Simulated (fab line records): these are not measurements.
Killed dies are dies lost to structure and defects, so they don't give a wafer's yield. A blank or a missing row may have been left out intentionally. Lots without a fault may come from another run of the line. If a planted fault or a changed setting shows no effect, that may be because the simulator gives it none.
fab line records    flow sfqLine
record lots=6  wafers=18  lastDay=91
route steps=325 shown I2@117 M3@118 I3@133
lots with no fault: from the same line, run without faults
startH: hours from the record's first day to the start of the lot's first wafer shown    waitH: time in hours since the lot's previous step    " same as the row above    L1.1+2: several wafers, shown together as one row    - either no value or no given start    * or withheld: withheld    < > ~ a bound
route shown NAME@n: names a module that has steps shown in the file, with the first one's number in the route    usual: mean and standard deviation over wafers with no fault    same: alike in all rows    chamber/n: place in a boat    sites: each site's reading    _std_site: standard deviation across them    _edge_site: the outer-site mean with the inner-site mean subtracted    radiusMm: for every site, how far away it sits from the centre of the wafer    mask NAME#n: copy n    behind: the last tool/chamber to shape the wafer    hold: cause of the lot's hold/its duration in hours/its outcome    device: the transistor (n, p or np) that didn't switch    end of line: at the end of the route, the tests of the same wafers    step lacking rows: just its recipe    killed: not the wafer's yield, but the dies lost to structure and defects at the first sort    map: the dies of a wafer, with x for killed, . for not killed, _ for no die there
set.NAME: the setting the step ran with; set.NAME@STEP: the setting that earlier step ran with    model.NAME: the simulator's own value behind a step, which no gauge read
lots at selected steps of the route; one table per step, one row per wafer
services: a tool's chamber out of use, with start hour (startH, from the record's first day; less than 0 if before it), hours out, and reason
## steps
# step SFQ_TRILAYER_I2_VIA_STRIP_SOLV_CLEAN_072
# recipe chemistry=NMP  tempC=70  timeS=600
# step SFQ_TRILAYER_M3_DEP_PRE_CLEAN_074
# recipe gas=Ar  timeS=22.5  biasV=250
# step SFQ_TRILAYER_M3_DEP_SPUTTER_073
# recipe material=Nb  basePressurePa=1.33e-06  chamberPressurePa=0.1333  substrateTempC=20  resputterCathodeVoltageV=400  targetThkNm=200  powerW=2000  timeS=133.3
# usual chamberPressurePa=0.13333/0.00026  throttleValvePct=29.9/0.96
# same timeS=133.3
lot.wafer  tool           chamber  startH   waitH  chamberPressurePa  throttleValvePct
L954.2     pvdSputter-04  -        1006.12  0.0    0.13278            29.0
L954.3     "              -        "        "      0.1334             28.8
L954.5     "              -        "        "      0.13311            28.9
L955.1     pvdSputter-04  -        1014.20  0.0    0.13336            28.9
L955.2     "              -        "        "      0.13322            28.9
L955.4     "              -        "        "      0.13363            29.3
L958.1     pvdSputter-03  -        1036.12  0.0    0.13264            30.9
L958.2     "              -        "        "      0.13327            29.5
L958.6     "              -        "        "      0.13325            29.5
L959.1     pvdSputter-04  -        1050.64  0.0    0.13361            28.9
L959.2     "              -        "        "      0.13331            30.6
L959.6     "              -        "        "      0.13315            30.7
L960.2     pvdSputter-03  -        1055.85  0.0    0.13341            29.3
L960.4     "              -        "        "      0.13329            29.5
L960.5     "              -        "        "      0.1332             31.8
L963.2     pvdSputter-03  -        1096.92  0.0    0.13319            29.5
L963.3     "              -        "        "      0.13313            31.7
L963.5     "              -        "        "      0.13343            29.6
# step SFQ_M3_RS_MEAS_919
# recipe thkMeasGauge=four-point-probe  reads=Nb_of_TRILAYER_M3_DEP_SPUTTER_073
# usual M3_NB_RS=0.885/0.0082
lot.wafer  tool          chamber  startH   waitH  M3_NB_RS[ohm/sq]
L954.2     filmMetro-04  -        1006.24  0.1    0.899
L954.3     "             -        "        "      0.895
L954.5     "             -        "        "      0.895
L955.1     filmMetro-02  -        1014.29  0.0    0.888
L955.2     "             -        "        "      0.884
L955.4     "             -        "        "      0.886
L958.1     filmMetro-02  -        1036.21  0.0    0.870
L958.2     "             -        "        "      0.876
L958.6     "             -        "        "      0.877
L959.1     filmMetro-04  -        1050.73  0.0    0.895
L959.2     "             -        "        "      0.895
L959.6     "             -        "        "      0.898
L960.2     filmMetro-02  -        1055.96  0.1    0.876
L960.4     "             -        "        "      0.875
L960.5     "             -        "        "      0.876
L963.2     filmMetro-01  -        1097.03  0.1    0.876
L963.3     "             -        "        "      0.879
L963.5     "             -        "        "      0.878
# step SFQ_TRILAYER_M3_LITHO_COAT_080
# recipe resist=BARC  spinRpm=3000  resistThkNm=62
# step SFQ_TRILAYER_M3_LITHO_COAT_075
# recipe resist=KrF  spinRpm=3000  resistThkNm=600
# step SFQ_TRILAYER_M3_LITHO_SOFTBAKE_079
# recipe tempC=withheld  timeS=withheld  resist=KrF
# step SFQ_TRILAYER_M3_LITHO_EXPOSE_076
# recipe maskId=M3  na=0.6  sourceShape=conventional  sigmaOuter=0.65  targetCdNm=500  doseMj=14.4
# step SFQ_TRILAYER_M3_LITHO_PEB_078
# recipe pebTempC=115  pebTimeS=60  resist=KrF
# step SFQ_TRILAYER_M3_LITHO_DEVELOP_077
# recipe timeS=60  resist=KrF
# step SFQ_M3_OVL_MEAS_921
# usual M3_OVL=1/4.7
lot.wafer  tool        chamber  startH   waitH  M3_OVL[nm]
L954.2     overlay-02  -        1142.41  0.1    -2
L954.3     "           -        "        "      0
L954.5     "           -        "        "      4
L955.1     overlay-01  -        1147.87  0.1    -7
L955.2     "           -        "        "      -14
L955.4     "           -        "        "      -9
L958.1     overlay-02  -        1166.87  0.1    1
L958.2     "           -        "        "      5
L958.6     "           -        "        "      4
L959.1     overlay-02  -        1175.27  0.1    2
L959.2     "           -        "        "      1
L959.6     "           -        "        "      3
L960.2     overlay-02  -        1180.08  0.1    7
L960.4     "           -        "        "      10
L960.5     "           -        "        "      8
L963.2     overlay-01  -        1202.88  0.1    7
L963.3     "           -        "        "      6
L963.5     "           -        "        "      4
# step SFQ_TRILAYER_M3_BARC_OPEN_METAL_ETCH_100
# recipe maskMaterial=PR  chemistry=O2  targetDepthNm=125  target=BARC  icpW=600  biasW=80  pressureMtorr=10  timeS=41.7
# usual biasW=80.00/0.22  chamberPressureMTorr=9.999/0.009  drypumpMotorCurrentA=5.59/0.29  oesProductAu=0.685/0.0046  timeS=41.7/0
lot.wafer  tool         chamber  startH   waitH  biasW  chamberPressureMTorr  drypumpMotorCurrentA  oesProductAu  rfHoursCounterH  timeS  model.KrF_of_TRILAYER_M3_LITHO_COAT_075.thkNm
L954.2     rieMetal-02  0        1142.44  0.0    79.84  9.984                 5.97                  0.683         70               41.7   522.9
L954.3     "            1        "        "      80.36  10.008                5.76                  0.691         -                41.7   524
L954.5     "            1        "        "      80.26  10.010                5.75                  0.683         -                41.7   522.4
L955.1     rieMetal-02  1        1147.91  0.0    80.02  10.001                5.77                  0.691         42               41.7   525.4
L955.2     "            0        "        "      80.24  9.996                 5.97                  0.689         71               41.7   525.5
L955.4     "            0        "        "      80.14  10.000                5.97                  0.686         -                41.7   524.3
L958.1     rieMetal-02  1        1166.91  0.0    -      -                     -                     -             -                -      571.4
L958.2     "            0        "        "      -      -                     -                     -             -                -      572.8
L958.6     "            1        "        "      -      -                     -                     -             -                -      572.7
L959.1     rieMetal-04  1        1175.31  0.0    -      -                     -                     -             -                -      573
L959.2     "            0        "        "      -      -                     -                     -             -                -      573.6
L959.6     "            1        "        "      -      -                     -                     -             -                -      573.7
L960.2     rieMetal-04  1        1180.11  0.0    80.03  10.004                5.32                  0.679         101              41.7   521.3
L960.4     "            1        "        "      79.96  9.987                 5.31                  0.684         -                41.7   521.2
L960.5     "            1        "        "      79.80  9.995                 5.32                  0.678         -                41.7   520.9
L963.2     rieMetal-02  1        1202.91  0.0    79.93  9.999                 5.77                  0.676         52               41.7   522.3
L963.3     "            0        "        "      79.74  10.010                5.98                  0.691         -                41.7   525.2
L963.5     "            0        "        "      80.11  10.001                5.97                  0.694         -                41.7   522
# step SFQ_TRILAYER_M3_ETCH_METAL_ETCH_078
# recipe target=Nb  stopOn=SiO2  maskMaterial=PR  chemistry=Cl2/Ar  targetDepthNm=240  icpW=600  biasW=80  pressureMtorr=10  timeS=120
# usual biasW=80.00/0.21  chamberPressureMTorr=10.001/0.01  drypumpMotorCurrentA=5.59/0.3  oesProductAu=0.896/0.0066
# same timeS=120
lot.wafer  tool         chamber  startH   waitH  biasW  chamberPressureMTorr  drypumpMotorCurrentA  oesProductAu  rfHoursCounterH  model.KrF_of_TRILAYER_M3_LITHO_COAT_075.thkNm
L954.2     rieMetal-02  0        1142.50  0.0    80.21  10.002                5.99                  0.892         70               381.2
L954.3     "            1        "        "      79.86  9.996                 5.79                  0.890         -                382
L954.5     "            1        "        "      79.70  10.007                5.77                  0.894         -                380.5
L955.1     rieMetal-02  1        1147.97  0.0    80.24  10.020                5.74                  0.901         42               384.3
L955.2     "            0        "        "      79.74  9.979                 5.98                  0.899         71               386
L955.4     "            0        "        "      79.95  9.977                 5.99                  0.894         -                383.3
L958.1     rieMetal-02  1        1166.97  0.0    79.97  9.995                 5.76                  0.378         46               431.9
L958.2     "            0        "        "      79.88  10.006                6.02                  0.368         75               434
L958.6     "            1        "        "      80.02  10.020                5.79                  0.373         -                433
L959.1     rieMetal-04  1        1175.37  0.0    79.72  9.973                 5.34                  0.365         100              430.7
L959.2     "            0        "        "      80.12  10.002                5.17                  0.379         116              432.5
L959.6     "            1        "        "      79.89  10.008                5.31                  0.370         -                431.2
L960.2     rieMetal-04  1        1180.17  0.0    80.09  10.001                5.33                  0.905         101              379.5
L960.4     "            1        "        "      79.58  9.995                 5.34                  0.901         -                379.7
L960.5     "            1        "        "      80.05  9.985                 5.33                  0.899         -                380.4
L963.2     rieMetal-02  1        1202.97  0.0    80.07  10.011                5.76                  0.898         52               381.8
L963.3     "            0        "        "      79.75  10.000                6.01                  0.905         -                382.9
L963.5     "            0        "        "      79.75  10.002                6.01                  0.901         -                382.5
# step SFQ_TRILAYER_M3_STRIP_STRIP_079
# recipe gas=O2  powerW=200  platenTempC=40  overashFraction=0.65  chemistry=O2  pressureMtorr=50
# usual drypumpMotorCurrentA=5.59/0.29  oesProductAu=1.000/0.0072
lot.wafer  tool         chamber  startH   waitH  drypumpMotorCurrentA  oesProductAu  rfHoursCounterH
L954.2     rieMetal-02  0        1142.62  0.1    5.99                  0.995         70
L954.3     "            1        "        "      5.76                  1.012         -
L954.5     "            1        "        "      5.74                  1.007         -
L955.1     rieMetal-02  1        1148.09  0.1    5.79                  0.996         42
L955.2     "            0        "        "      6.04                  0.995         71
L955.4     "            0        "        "      6.01                  0.979         -
L958.1     rieMetal-02  1        1167.09  0.1    5.76                  1.004         46
L958.2     "            0        "        "      5.98                  0.998         75
L958.6     "            1        "        "      5.75                  0.996         -
L959.1     rieMetal-04  1        1175.49  0.1    5.35                  1.004         100
L959.2     "            0        "        "      5.18                  0.997         117
L959.6     "            1        "        "      5.35                  0.995         -
L960.2     rieMetal-04  1        1180.29  0.1    5.35                  0.996         101
L960.4     "            1        "        "      5.34                  1.006         -
L960.5     "            1        "        "      5.35                  0.996         -
L963.2     rieMetal-02  1        1203.09  0.1    5.75                  0.993         52
L963.3     "            0        "        "      5.95                  0.989         -
L963.5     "            0        "        "      6.01                  1.000         -
# step SFQ_TRILAYER_M3_STRIP_SOLV_CLEAN_080
# recipe chemistry=NMP  tempC=70  timeS=600
# step SFQ_TRILAYER_I3_DEP_PECVD_081
# recipe material=SiO2  tempC=150  timeS=111.11  pressureTorr=2.4  rfW=183.3  precursor=SiH4/N2O  targetThkNm=500
# usual heaterPowerW=92/17  throttleValvePct=24.9/0.86
# same timeS=111.11
lot.wafer  tool      chamber  startH   waitH  heaterPowerW  throttleValvePct
L954.2     pecvd-04  2        1143.40  0.0    100           24.9
L954.3     "         1        "        "      91            25.0
L954.5     "         1        "        "      96            24.8
L955.1     pecvd-01  2        1148.87  0.0    86            26.3
L955.2     "         0        "        "      51            25.4
L955.4     "         2        "        "      72            26.5
L958.1     pecvd-02  2        1167.87  0.0    80            25.0
L958.2     "         0        "        "      89            23.2
L958.6     "         0        "        "      90            23.1
L959.1     pecvd-02  2        1176.27  0.0    81            24.9
L959.2     "         0        "        "      82            23.2
L959.6     "         0        "        "      87            23.3
L960.2     pecvd-04  1        1181.08  0.0    101           25.3
L960.4     "         1        "        "      105           25.3
L960.5     "         2        "        "      105           25.1
L963.2     pecvd-04  1        1203.87  0.0    101           25.3
L963.3     "         2        "        "      97            25.3
L963.5     "         2        "        "      101           25.3
# step SFQ_TRILAYER_I3_CMP_CMP_082
# recipe material=SiO2  downForcePsi=3  platenRpm=60  padVelocityMS=0.94248
# usual motorCurrentA=10.6/0.82  timeToEndpointS=213/7.2
lot.wafer  tool    chamber  startH   waitH  motorCurrentA  timeToEndpointS
L954.2     cmp-02  3        1163.57  20.1   10.8           203
L954.3     "       0        "        "      11.5           207
L954.5     "       2        1165.07  21.6   10.6           209
L955.2     cmp-01  0        1167.87  19.0   11.6           213
L955.1     "       1        "        "      8.8            214
L955.4     "       3        1169.37  20.4   10.3           222
L958.2     cmp-01  2        1188.87  21.0   10.8           203
L958.1     "       3        "        "      10.5           210
L958.6     "       3        1191.37  23.4   10.3           212
L959.2     cmp-02  3        1205.07  28.8   11.2           208
L959.1     "       2        1206.57  30.3   10.4           211
L959.6     "       3        "        "      10.8           216
L960.2     cmp-02  0        1214.07  32.9   11.5           219
L960.4     "       2        1215.07  33.9   10.1           217
L960.5     "       0        1216.07  34.9   10.9           218
L963.3     cmp-01  2        1237.45  33.5   10.8           210
L963.2     "       0        1238.45  34.5   11.2           219
L963.5     "       3        1239.95  36.0   10.4           224
# step SFQ_I3_BOW_MEAS_922
# recipe mode=bow
# usual I3_BOW=1/9.5
lot.wafer  tool          chamber  startH   waitH  I3_BOW[um]
L954.2     filmMetro-02  -        1166.09  2.0    11
L954.3     "             -        "        "      -5
L954.5     "             -        "        "      -2
L955.1     filmMetro-04  -        1170.87  2.0    -18
L955.2     "             -        "        "      -4
L955.4     "             -        "        "      -5
L958.1     filmMetro-02  -        1191.87  2.0    9
L958.2     "             -        "        "      5
L958.6     "             -        "        "      16
L959.1     filmMetro-04  -        1208.07  1.0    23
L959.2     "             -        "        "      28
L959.6     "             -        "        "      8
L960.2     filmMetro-03  -        1217.09  2.5    19
L960.4     "             -        "        "      15
L960.5     "             -        "        "      9
L963.2     filmMetro-03  -        1240.47  1.5    -6
L963.3     "             -        "        "      -7
L963.5     "             -        "        "      6
# step SFQ_TRILAYER_I3_METRO_MEASURE_083
# usual thkNm=200.0/0.86
lot.wafer  tool          chamber  startH   waitH  thkNm
L954.2     filmMetro-02  -        1166.39  0.3    200.0
L954.3     "             -        "        "      199.7
L954.5     "             -        "        "      199.5
L955.1     filmMetro-04  -        1170.99  0.1    199.5
L955.2     "             -        "        "      201.2
L955.4     "             -        "        "      201.1
L958.1     filmMetro-02  -        1191.99  0.1    199.2
L958.2     "             -        "        "      200.0
L958.6     "             -        "        "      200.4
L959.1     filmMetro-04  -        1208.19  0.1    198.9
L959.2     "             -        "        "      198.6
L959.6     "             -        "        "      199.7
L960.2     filmMetro-03  -        1217.39  0.3    200.4
L960.4     "             -        "        "      200.3
L960.5     "             -        "        "      200.8
L963.2     filmMetro-03  -        1240.77  0.3    200.3
L963.3     "             -        "        "      199.7
L963.5     "             -        "        "      199.4
# step SFQ_TRILAYER_I3_VIA_LITHO_COAT_090
# recipe resist=BARC  spinRpm=3000  resistThkNm=62
# step SFQ_TRILAYER_I3_VIA_LITHO_COAT_085
# recipe resist=KrF  spinRpm=3000  resistThkNm=650
# step SFQ_TRILAYER_I3_VIA_LITHO_SOFTBAKE_089
# recipe tempC=withheld  timeS=withheld  resist=KrF
# step SFQ_TRILAYER_I3_VIA_LITHO_EXPOSE_086
# recipe maskId=I3  na=0.6  sourceShape=conventional  sigmaOuter=0.65  targetCdNm=500  doseMj=21.3
# usual exposureDoseMJCm2=21.306/0.02  focusOffsetNm=0.1/0.5
lot.wafer  tool           chamber  startH   waitH  mask  exposureDoseMJCm2  focusOffsetNm
L954.2     krfScanner-02  0        1272.50  -      I3#0  21.322             0.5
L954.3     "              0        "        "      I3#0  21.293             0.4
L954.5     "              0        "        "      I3#0  21.307             0.8
L955.1     krfScanner-02  0        1277.10  -      I3#0  21.336             0.4
L955.2     "              0        "        "      I3#0  21.280             0.0
L955.4     "              0        "        "      I3#0  21.303             -0.7
L958.1     krfScanner-01  -        1305.34  -      I3#0  -                  -
L958.2     "              -        "        "      I3#0  -                  -
L958.6     "              -        "        "      I3#0  -                  -
L959.1     krfScanner-01  -        1317.34  -      I3#0  -                  -
L959.2     "              -        "        "      I3#0  -                  -
L959.6     "              -        "        "      I3#0  -                  -
L960.2     krfScanner-02  0        1325.90  -      I3#0  21.268             -0.2
L960.4     "              0        "        "      I3#0  21.303             1.4
L960.5     "              0        "        "      I3#0  21.292             1.1
L963.2     krfScanner-02  0        1347.50  -      I3#0  21.300             -0.2
L963.3     "              0        "        "      I3#0  21.313             0.1
L963.5     "              0        "        "      I3#0  21.315             0.2
# step SFQ_TRILAYER_I3_VIA_LITHO_PEB_088
# recipe pebTempC=115  pebTimeS=60  resist=KrF
## services
tool           chamber  startH   hours  kind
cmp-01         -        992.75   0.4    repair
cmp-01         -        1009.61  0.5    repair
rieMetal-02    -        1031.80  1.4    pm
krfScanner-02  -        1043.98  1.0    pm
rieMetal-04    0        1058.15  8.0    repair
krfScanner-02  -        1060.39  1.3    pm
krfScanner-02  -        1073.27  0.7    repair
krfScanner-02  -        1085.84  0.2    repair
cmp-02         -        1088.57  4.0    pm
krfScanner-02  -        1099.23  0.8    pm
cmp-02         -        1124.40  0.7    repair
rieMetal-04    -        1138.42  2.8    pm
krfScanner-02  -        1143.94  0.3    repair
rieMetal-04    -        1154.67  0.7    repair
pvdSputter-03  -        1195.37  5.1    repair
cmp-01         -        1197.87  6.6    pm
krfScanner-02  -        1212.44  1.0    pm
cmp-02         -        1221.10  1.9    repair
cmp-02         -        1227.74  0.5    repair
krfScanner-02  -        1236.29  1.3    pm
cmp-01         -        1247.19  2.2    repair
krfScanner-02  -        1267.51  0.8    pm
krfScanner-02  -        1304.02  1.6    repair
rieMetal-04    0        1340.94  4.4    repair
## key
firstSign step=SFQ_TRILAYER_M3_BARC_OPEN_METAL_ETCH_100  reading=toolRecord  direction=missing
effect step=SFQ_TRILAYER_M3_ETCH_METAL_ETCH_078  reading=oesProductAu  direction=down  sigmas=79  usual=0.896  struck=0.372
effect step=SFQ_TRILAYER_I3_VIA_LITHO_EXPOSE_086  reading=toolRecord  direction=missing
modelEffect step=SFQ_TRILAYER_M3_BARC_OPEN_METAL_ETCH_100  value=KrF_of_TRILAYER_M3_LITHO_COAT_075.thkNm  without=521.1  struck=572.9
modelEffect step=SFQ_TRILAYER_M3_ETCH_METAL_ETCH_078  value=KrF_of_TRILAYER_M3_LITHO_COAT_075.thkNm  without=380.5  struck=432.2
metAt SFQ_TRILAYER_M3_BARC_OPEN_METAL_ETCH_100
struckWafers L958.1,L958.2,L958.6,L959.1,L959.2,L959.6
onsetBetween 1147.91 1166.91
fault kind=skippedStepWhole  tool=rieMetal-02,rieMetal-04  chamber=-  onsetH=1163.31  steps=SFQ_TRILAYER_M3_BARC_OPEN_METAL_ETCH_100  scope=struckLotsOnly
